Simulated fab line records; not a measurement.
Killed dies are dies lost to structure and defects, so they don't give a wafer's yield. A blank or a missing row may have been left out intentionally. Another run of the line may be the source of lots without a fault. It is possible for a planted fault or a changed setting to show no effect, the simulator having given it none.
Struck lot and sound lot, side by side / flow sky130 / 15 steps out of a route of 708
Sound: wafers L528.2, L528.4, L528.5. The struck wafers were L545.1, L545.5, L545.6. Last of all comes the cause.
For every step that has rows: the tool of each side, followed by ch and its chambers, followed by its first start. Under that, the readings that differ: sound wafers / struck wafers / difference of the means / sigmas: that difference in standard deviations of wafers without a fault.
alike: words and numbers the same on both sides, and readings whose means are apart by under 2 such deviations; not compared: readings that were withheld, readings missing a value for some wafer, numbers with overlapping values and no deviation given by the record, and bounds like >300 which may hide the same value.
The two part at a step that has a row with sigmas, a row that says differs or no value, or rows on one side only. Numbers that don't overlap but have no deviation are shown without sigmas and don't part them. A reading that every wafer of one side lacks parts them only if that side has two wafers or more.

first, 4 steps without rows for these wafers: SKY_SONOS_TUNNEL_SOFTBAKE_03 (time 60 s); SKY_SONOS_TUNNEL_EXPOSE_04 (exposes mask TUNM, target cd 410 nm); SKY_SONOS_TUNNEL_PEB_05; SKY_SONOS_TUNNEL_DEVELOP_06 (develop time 60 s).
SKY_SONOS_TUNNEL_CD_MEAS_07: target cd 410 nm.
  struck on cd-sem-01, day 17 05:38; sound on cd-sem-02, day 11 14:28
  alike: cd-nm
SKY_SONOS_TUNNEL_OVL_MEAS_08:
  struck on overlay-02, day 17 05:45; sound on overlay-01, day 11 14:35
  alike: SONOS_TUNNEL_OVL
then, 3 steps without rows for these wafers: SKY_SONOS_TUNNEL_IMPLANT_09; SKY_SONOS_TUNNEL_WET_ETCH_10 (etches SiO2 in dHF, target depth 14 nm, time 280 s); SKY_SONOS_TUNNEL_STRIP_11 (strips in SPM, time 600 s).
SKY_SONOS_TUNNEL_TW_MEAS_12:
  struck on film-metro-02, day 17 06:12; sound on film-metro-02, day 11 15:02
  alike: SONOS_TUNNEL_TW
then, 2 steps without rows for these wafers: SKY_SONOS_TUNNEL_CLEAN_13 (cleans in dHF, time 20 s); SKY_SONOS_ONO_OXIDATION_00 (stabilise 600 s, purge 300 s, target thk 2.6 nm).
SKY_SONOS_ONO_THK_MEAS_01:
  struck on film-metro-02, day 17 09:50; sound on film-metro-02, day 11 17:51
reading=SONOS_ONO_OXIDATION_THK (nm); sound=2.58 2.53 2.61; struck=3.56 3.53 3.57; difference=+0.98; sigmas=+15
then, 1 step without rows for these wafers: SKY_SONOS_ONO_CVD_02 (deposits Si3N4 from DCS/NH3, target thk 10.5 nm, time 180 s).
SKY_PAD_OPEN_PROBE_99:
  rows exist in the record for the sound wafers here (prober-02, day 46 10:52), none for the struck ones

WHERE THEY PART
At SKY_SONOS_ONO_THK_MEAS_01 first; at SKY_PAD_OPEN_PROBE_99 last (within this record only).

WHY: what the simulator had put in
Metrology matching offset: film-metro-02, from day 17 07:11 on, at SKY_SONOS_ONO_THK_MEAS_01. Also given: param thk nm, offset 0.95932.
